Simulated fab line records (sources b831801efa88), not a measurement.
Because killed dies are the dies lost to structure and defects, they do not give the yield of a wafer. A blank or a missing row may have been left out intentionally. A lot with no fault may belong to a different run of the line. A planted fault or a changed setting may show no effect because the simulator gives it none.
Struck lot and sound lot, side by side / flow sky130 / 26 steps out of a route of 708
Sound: these wafers, L196.3, L196.4, L196.6. Struck: wafer L212.3 (left out: L212.1, L212.5 of the same lot, which were not struck); the cause appears at the end.
At each step with rows: each side's tool, then ch and its chambers, then its first start. Under that, the readings that differ: sound wafers / struck wafers / difference of the means / sigmas: that difference in standard deviations of wafers without a fault.
alike: a reading whose means differ by less than 2 such deviations, as well as words and numbers matching on both sides. not compared: withheld readings; readings where some wafer has no value; bounds like >300 that might hide an equal value; numbers whose values overlap and for which the record gives no deviation.
A row with sigmas, a row that says differs or no value, or rows on one side alone: a step with any of these is where the two part. Numbers that have no deviation but don't overlap get no sigmas and don't part them. A reading that every wafer of one side lacks parts them only if that side has two wafers or more.

SKY_LOCAL_INTERCONNECT_STRIP_15: strips in O2/N2.
  sound on plasma-asher-02 ch 0,1, day 31 04:58; struck on plasma-asher-03 ch 1, day 36 04:38
  alike: drypump-motor-current-A, n2-flow-sccm, oes-product-au, strip-time-to-endpoint-s
  not compared: rf-hours-counter-h
then, 3 steps without rows for these wafers: SKY_LOCAL_INTERCONNECT_STRIP_16 (strips in post etch residue remover, time 1200 s); SKY_LOCAL_INTERCONNECT_CLEAN_17 (cleans in IPA, time 180 s); SKY_LOCAL_INTERCONNECT_CLEAN_18 (cleans in O3/DIW).
SKY_CONTACT_CVD_00: deposits Si3N4, target thk 75 nm.
  sound on pecvd-01 ch 0,1,2, day 31 05:31; struck on pecvd-02 ch 1, day 36 05:16
  alike: heater-power-w
SKY_CONTACT_THK_MEAS_01:
  sound on film-metro-04, day 31 05:35; struck on film-metro-04, day 36 05:17
  alike: CONTACT_CVD_00_THK
then, 1 step without rows for these wafers: SKY_CONTACT_HDPCVD_02 (deposits SiO2, target thk 565 nm, time 94.2 s).
SKY_CONTACT_THK_MEAS_03:
  sound on film-metro-02, day 31 05:43; struck on film-metro-04, day 36 05:27
  alike: CONTACT_HDPCVD_THK
SKY_CONTACT_CMP_04: polishes SiO2.
  sound on cmp-02 ch 1,2,3, day 31 05:45; struck on cmp-02 ch 1, day 36 05:34
  alike: motor-current-A, time-to-endpoint-s
SKY_CONTACT_BOW_MEAS_05:
  sound on film-metro-04, day 31 06:05; struck on film-metro-01, day 36 05:49
  alike: CONTACT_BOW
then, 2 steps without rows for these wafers: SKY_CONTACT_DEHYDRATE_06 (time 60 s); SKY_CONTACT_HMDS_07 (prime time 60 s).
SKY_CONTACT_COAT_08: resist thk 60 nm.
  sound on litho-track-02 ch 0, day 31 19:39; struck on litho-track-02 ch 0, day 36 18:51
  not compared: resist-line-temp-C
then, 5 steps without rows for these wafers: SKY_CONTACT_COAT_09 (resist thk 450 nm); SKY_CONTACT_SOFTBAKE_10 (time 90 s); SKY_CONTACT_EXPOSE_11 (exposes mask CTM1, target cd 170 nm); SKY_CONTACT_PEB_12; SKY_CONTACT_DEVELOP_13 (develop time 60 s).
SKY_CONTACT_CD_MEAS_14: target cd 170 nm.
  sound on cd-sem-01, day 32 10:14; struck on cd-sem-01, day 37 08:24
  alike: cd-nm
SKY_CONTACT_OVL_MEAS_15:
  sound on overlay-01, day 32 10:20; struck on overlay-01, day 37 08:31
reading=CONTACT_OVL (nm); sound=-4 -5 0; struck=12; difference=+15; sigmas=+3
SKY_CONTACT_ETCH_16: etches BARC in N2/H2, stops on SiO2, time 45.9 s, target depth 60 nm.
  sound on rie-diel-03 ch 0,2,3, day 32 10:21; struck on rie-diel-01 ch 3, day 37 08:34
reading=oes-product-au (a.u.); sound=0.848 0.858 0.860; struck=0.955; difference=+0.100; sigmas=+22
reading=model.etch.depth-nm (nm); sound=60.05 60.22 59.98; struck=72.8; difference=+12.7; sigmas=
  alike: drypump-motor-current-A, n2-flow-sccm, throttle-valve-pct
  not compared: rf-hours-counter-h
SKY_CONTACT_ETCH_17: etches SiO2 in C4F8/O2/Ar, stops on Si3N4, target depth 340 nm.
  sound on rie-diel-03 ch 0,2,3, day 32 10:24; struck on rie-diel-01 ch 3, day 37 08:36
  alike: oes-product-au
SKY_CONTACT_ETCH_18: etches Si3N4 in CHF3/O2, stops on TiN, time 39 s, target depth 75 nm.
  sound: rie-diel-03 ch 0,2,3; struck: rie-diel-01 ch 3
  alike: drypump-motor-current-A, oes-product-au, throttle-valve-pct
  not compared: rf-hours-counter-h
SKY_CONTACT_STRIP_19: strips in O2/N2.
  sound on plasma-asher-04 ch 0,1, day 32 10:31; struck on plasma-asher-04 ch 1, day 37 08:41
reading=strip-time-to-endpoint-s (s); sound=3.64 3.61 3.65; struck=3.77; difference=+0.14; sigmas=+4
  alike: drypump-motor-current-A, n2-flow-sccm, oes-product-au
  not compared: rf-hours-counter-h
then, 1 step without rows for these wafers: SKY_CONTACT_STRIP_20 (strips in post etch residue remover, time 1200 s).
-- the record jumps here: 13 days lie between the struck wafers' starts before and after (it left off in module CONTACT and takes up again in module PAD_OPEN, whose first step shown is number 708 of the route) --
SKY_PAD_OPEN_PROBE_99:
  sound on prober-02, day 46 12:53; struck on prober-01, day 50 02:47
reading=killed_at_M0_to_M3; sound=50 60 41; struck=35; difference=-15; sigmas=-2
reading=killed-dies; sound=91 97 86; struck=72; difference=-19; sigmas=-2
reading=killed-open; sound=49 54 54; struck=35; difference=-17; sigmas=-3
  alike: killed_at_M4_up, killed-at-contacts, killed-at-front-end, killed-at-other, killed-short

## WHERE THEY PART
At SKY_CONTACT_OVL_MEAS_15 first; at SKY_PAD_OPEN_PROBE_99 last (within this record only).

WHY: whatever the simulator had introduced
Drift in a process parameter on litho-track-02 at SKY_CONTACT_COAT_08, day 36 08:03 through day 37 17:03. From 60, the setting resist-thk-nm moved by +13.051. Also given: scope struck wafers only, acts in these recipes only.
